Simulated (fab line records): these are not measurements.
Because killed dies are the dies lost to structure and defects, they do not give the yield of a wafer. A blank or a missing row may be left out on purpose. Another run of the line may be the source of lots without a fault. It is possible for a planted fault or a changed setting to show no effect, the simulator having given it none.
Which tool was responsible? ; flow gf180mcu ; 39 wafers from 13 lots sampled at 3 of the route's 602 steps

WHAT EACH GAUGE READ, for each wafer
GF_TOP_METAL_OVL_MEAS_15.
lot;measured;on;TOP_METAL_OVL (nm)
L204;day 28 04:15;overlay-02;0.4 2.1 0.9
L205;day 28 17:54;overlay-02;-1.9 -0.2 -1.4
L206;day 28 23:44;overlay-02;0.9 1.6 0.8
L208;day 29 17:37;overlay-01;0.0 -0.9 -1.9
L213;day 31 09:21;overlay-01;1.1 0.8 -1.4
L215;day 32 02:45;overlay-01;-0.1 -0.3 -0.1
L216;day 32 04:49;overlay-02;-0.8 1.0 1.1
L219;day 32 19:54;overlay-01;-0.2 -0.8 -1.9
L218;day 32 20:57;overlay-02;-2.6 -1.0 -3.4
L221;day 33 17:24;overlay-02;0.2 -1.1 0.1
L225;day 34 05:22;overlay-01;0.0 -0.1 -0.4
L226;day 34 11:28;overlay-01;-1.0 -1.0 -2.7
L227;day 34 13:13;overlay-02;-1.0 -0.7 -0.9

EACH LOT AND THE TOOL THAT RAN IT (in order: tool; ch and the chambers of the sampled wafers; start)
lot;GF_TOP_METAL_SPUTTER_01;GF_TOP_METAL_SPUTTER_03
L204;pvd-sputter-03, day 27 07:40;pvd-sputter-03, day 27 07:44
L205;pvd-sputter-03, day 27 22:28;pvd-sputter-03, day 27 22:32
L206;pvd-sputter-04, day 28 03:49;pvd-sputter-04, day 28 03:53
L208;pvd-sputter-02, day 28 21:56;pvd-sputter-02, day 28 22:01
L213;pvd-sputter-03, day 30 15:23;pvd-sputter-03, day 30 15:27
L215;pvd-sputter-04, day 31 08:38;pvd-sputter-04, day 31 08:43
L216;pvd-sputter-02, day 31 11:50;pvd-sputter-02, day 31 11:54
L219;pvd-sputter-04, day 32 04:00;pvd-sputter-04, day 32 04:05
L218;pvd-sputter-02, day 32 05:15;pvd-sputter-02, day 32 05:19
L221;pvd-sputter-04, day 33 00:55;pvd-sputter-04, day 33 00:59
L225;pvd-sputter-03, day 33 13:49;pvd-sputter-03, day 33 13:54
L226;pvd-sputter-02, day 33 19:54;pvd-sputter-02, day 33 19:58
L227;pvd-sputter-04, day 33 21:22;pvd-sputter-04, day 33 21:26
- GF_TOP_METAL_SPUTTER_01: material TiN, target thk 30 nm, time 25 s.
- GF_TOP_METAL_SPUTTER_03: material Ti, target thk 5 nm, time 3.3 s.

AS READ BY THE TOOLS THEMSELVES (means over the sampled wafers that have a number; for cases with no such wafer, the mark the record gives instead)
GF_TOP_METAL_SPUTTER_01.
lot;tool;throttle-valve-pct (%)
L204;pvd-sputter-03;31.4
L205;pvd-sputter-03;31.0
L206;pvd-sputter-04;30.4
L208;pvd-sputter-02;31.0
L213;pvd-sputter-03;30.2
L215;pvd-sputter-04;30.7
L216;pvd-sputter-02;30.3
L219;pvd-sputter-04;30.3
L218;pvd-sputter-02;30.4
L221;pvd-sputter-04;30.4
L225;pvd-sputter-03;30.1
L226;pvd-sputter-02;30.6
L227;pvd-sputter-04;29.5

GF_TOP_METAL_SPUTTER_03.
lot;tool;throttle-valve-pct (%)
L204;pvd-sputter-03;31.3
L205;pvd-sputter-03;30.9
L206;pvd-sputter-04;30.4
L208;pvd-sputter-02;31.1
L213;pvd-sputter-03;30.4
L215;pvd-sputter-04;30.5
L216;pvd-sputter-02;30.2
L219;pvd-sputter-04;30.4
L218;pvd-sputter-02;30.1
L221;pvd-sputter-04;30.5
L225;pvd-sputter-03;30.1
L226;pvd-sputter-02;30.5
L227;pvd-sputter-04;29.6

THE ANSWER, worked out from the rows above alone
Rule: usual is defined by the lots themselves. Put in order of their means at a reading, lots are off if they are a third of the lots or fewer, leave a main group of 4 or more, and stand apart from it by a gap of 3 or more times the standard deviation of the main group's means; of several such gaps the widest counts. The tables above print the reading to a certain number of digits; a main group whose means all agree to those digits is not used. Also off: a lot with no number at a reading for which 4 or more lots have one. The other lots that the step has rows for count as sound. The gauges are gone through in route order, then the tools' own readings, and for those a lot's mean is taken as printed above. At the first step where some lot is off, the reading lying furthest off is the one used; lots without a number count as furthest.
None of the lots is off at any reading shown; this tells nothing.

WHAT THE SIMULATOR PUT IN
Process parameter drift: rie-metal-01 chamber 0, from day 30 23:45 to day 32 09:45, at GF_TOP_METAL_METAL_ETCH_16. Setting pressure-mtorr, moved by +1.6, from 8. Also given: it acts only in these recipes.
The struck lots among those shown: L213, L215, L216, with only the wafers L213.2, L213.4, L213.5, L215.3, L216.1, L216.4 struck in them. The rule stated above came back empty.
